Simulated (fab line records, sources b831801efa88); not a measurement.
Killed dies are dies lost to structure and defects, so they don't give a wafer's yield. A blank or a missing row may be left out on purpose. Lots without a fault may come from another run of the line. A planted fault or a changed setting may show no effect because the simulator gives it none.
Problem report in the 8D (eight disciplines) form, filled by code | flow sky130 | the parts of the form that need people (team, actions taken, sign-off) are left out

1. THE PROBLEM
run_length_s at SKY_FIELD_ISO_ETCH_17 reads a mean of 128.9 s on 5 wafers of 3 lots; wafers without a fault read 126.1 s with a standard deviation of 0.4. That is +7.1 standard deviations from the usual mean.
The step: etches Si in HBr/Cl2/O2, target depth 342 nm, time 97.7 s.
First seen on wafer L710.2, day 6 09:13, on rie_si-01. The record holds 18 wafers of 7 lots with a number at this step. Rule for "out", or "out of limits": more than 4 standard deviations from the usual mean. The other wafers with a number count as sound.

2. WHAT IT IS AND WHAT IT IS NOT
question                    | is                                     | is not
which readings at this step | run_length_s                           | HBr_flow_sccm, drypump_motor_current_A, oes_product_au, throttle_valve_pct
which lots                  | L710, L711, L713                       | L691, L693, L695, L697
which wafers of those lots  | L710.2, L710.4, L711.2, L713.2, L713.4 | L711.5
read on which tools         | rie_si-01                              | -
when                        | from day 6 09:13                       | up to then (12 sound wafers); but 1 sound wafer of L711 came after

3. SUSPECTS, AND WHAT RULES EACH OUT
Counting: a tool at a process step up to the reading stays a suspect if it ran every lot that is out. Sound lots after the first of them don't rule it out here, since some wafers of a struck lot are sound.
- rie_si-01 at SKY_FIELD_ISO_ETCH_17 (etches Si in HBr/Cl2/O2, target depth 342 nm, time 97.7 s): kept. It ran every lot that is out, first L710 (day 6 09:13); its last sound lot up to then is L697 (day 3 16:10). Its own readings are out on those wafers: run_length_s.
Left after counting: rie_si-01 at SKY_FIELD_ISO_ETCH_17.

4. THE CAUSE (what the simulator had put in)
Process parameter drift: rie_si-01, from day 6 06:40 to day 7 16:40, at SKY_FIELD_ISO_ETCH_17. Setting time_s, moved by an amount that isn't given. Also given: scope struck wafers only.
Counting left only this tool.

5. THE CHAIN OF EFFECTS, in route order
Each row: a reading whose mean over the struck wafers that have a number lies more than 3 standard deviations from the usual. Only readings for which the record gives a usual standard deviation are gone through. hours: the time from each lot's start at the first step in this table that gives one to its start at this step, as a median over the lots. sigmas: the change in usual standard deviations.
hours | step                  | reading      | usual   | on struck wafers | change | sigmas
0     | SKY_FIELD_ISO_ETCH_17 | run_length_s | 126.1 s | 128.9            | +2.8   | +7.1
The process steps in it:
- SKY_FIELD_ISO_ETCH_17: etches Si in HBr/Cl2/O2, target depth 342 nm, time 97.7 s.

6. WHAT WOULD HAVE CAUGHT IT SOONER
In this record the first reading out of limits was taken at day 6 09:13, 3 hours after the fault began at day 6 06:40.
